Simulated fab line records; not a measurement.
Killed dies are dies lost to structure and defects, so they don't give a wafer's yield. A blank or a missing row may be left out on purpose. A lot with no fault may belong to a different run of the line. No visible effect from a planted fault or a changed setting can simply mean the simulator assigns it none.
Struck lot and sound lot, side by side	flow sky130	22 steps out of a route of 708
Sound: the wafers L379.3, L379.4, L379.5. Struck: wafers L382.1, L382.2, L382.4. The cause is given at the end.
For every step that has rows: the tool of each side, followed by ch and its chambers, followed by its first start. Under that, the readings that differ: sound wafers	struck wafers	difference of the means	sigmas: that difference in standard deviations of wafers without a fault.
alike: words and numbers the same on both sides, and readings whose means are apart by under 2 such deviations; not compared: readings that were withheld, readings missing a value for some wafer, numbers with overlapping values and no deviation given by the record, and bounds like >300 which may hide the same value.
A row with sigmas, a row that says differs or no value, or rows on one side alone: a step with any of these is where the two part. Non-overlapping numbers with no deviation appear without sigmas and do not part them. A reading that every wafer of one side lacks parts them only if that side has two wafers or more.

SKY_POLY_GATE_THK_MEAS_21:
  struck on film_metro-02, day 23 14:24; sound on film_metro-01, day 23 04:01
  alike: POLY_GATE_OXIDATION_THK
SKY_POLY_GATE_CD_MEAS_22:
  struck on cd_sem-01, day 23 14:28; sound on cd_sem-01, day 23 04:07
  alike: cd_nm
then, 7 steps without rows for these wafers: SKY_LDD_N_DEHYDRATE_00 (time 60 s); SKY_LDD_N_HMDS_01 (prime time 60 s); SKY_LDD_N_COAT_02 (resist thk 300 nm); SKY_LDD_N_SOFTBAKE_03 (time 60 s); SKY_LDD_N_EXPOSE_04 (exposes mask NTM, target cd 840 nm); SKY_LDD_N_PEB_05; SKY_LDD_N_DEVELOP_06 (develop time 60 s).
SKY_LDD_N_OVL_MEAS_07:
  struck on overlay-01, day 24 20:01; sound on overlay-01, day 24 10:25
  alike: LDD_N_OVL
then, 2 steps without rows for these wafers: SKY_LDD_N_IMPLANT_08; SKY_LDD_N_IMPLANT_09.
SKY_LDD_N_IMPLANT_10:
  sound on implanter-01 ch 0, day 24 10:47; struck on implanter-01 ch 0, day 24 20:21
reading	sound	struck	difference	sigmas
beam_on_s (s)	10.25 10.26 9.90	35.00 34.32 33.65	+24.19	+99 or more
dose_ions_cm2	7.504e+13 7.498e+13 7.496e+13	3.451e+14 3.4508e+14 3.4519e+14	+2.701e+14	+99 or more
faraday_current_uA	412 412 426	556 566 580	+151	+18
  alike: rotation_deg
then, 5 steps without rows for these wafers: SKY_LDD_N_IMPLANT_11; SKY_LDD_N_IMPLANT_12; SKY_LDD_N_IMPLANT_13; SKY_LDD_N_IMPLANT_14; SKY_LDD_N_IMPLANT_15.
SKY_LDD_N_STRIP_16: strips in O2/N2.
  sound on plasma_asher-03 ch 0,1, day 24 11:40; struck on plasma_asher-02 ch 0,1, day 24 21:15
reading	sound	struck	difference	sigmas
strip_time_to_endpoint_s (s)	4.292 4.327 4.330	5.012 5.013 5.019	+0.698	+50
  alike: drypump_motor_current_A, oes_product_au
  not compared: rf_hours_counter_h
SKY_LDD_N_TW_MEAS_17:
  struck on film_metro-04, day 24 21:21; sound on film_metro-03, day 24 11:46
reading	sound	struck	difference	sigmas
LDD_N_TW	2586 2579 2595	2903 2916 2928	+329	+11
then, 1 step without rows for these wafers: SKY_LDD_P_DEHYDRATE_00 (time 60 s).
-- here the record skips 26 days between the struck wafers' starts before and after, leaving off in module LDD_P and picking up in module PAD_OPEN (first step shown: number 708 of the route) --
SKY_PAD_OPEN_PROBE_99:
  struck on prober-01, day 50 13:02; sound on prober-02, day 50 10:28
reading	sound	struck	difference	sigmas
model.etest.tip_n.rs_ohm_sq	436.2	306.9 308 307.4	-128.8	
model.etest.nfet_01v8.r_on_ohm_um	818.6	782 781.5 794.7	-33	
model.etest.nfet_01v8_swapped.drive_ua_um	512.2	538.8 546.3 537.8	+28.8	
model.etest.nfet_01v8_turned.drive_ua_um	516.7	541 545.5 538.6	+25	
model.etest.nfet_01v8_lvt.drive_ua_um	585.8	600.1 614.1 606.4	+21.1	
model.etest.nfet_01v8.drive_ua_um	514.3	531.6 535.9 529.7	+18.1	
model.etest.sram_nfet_pass.drive_ua_um	496	529.9 514.2 513.9	+23.3	
model.etest.nfet_01v8_swapped.off_log10_a_um	-13.44	-13.23 -13.16 -13.2	+0.24	

WHERE THEY PART
Last at SKY_LDD_N_TW_MEAS_17 as far as this record goes, first at SKY_LDD_N_IMPLANT_10.

WHY: what had been put in by the simulator
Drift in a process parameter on implanter-01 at SKY_LDD_N_IMPLANT_10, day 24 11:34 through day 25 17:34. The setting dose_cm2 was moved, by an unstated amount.
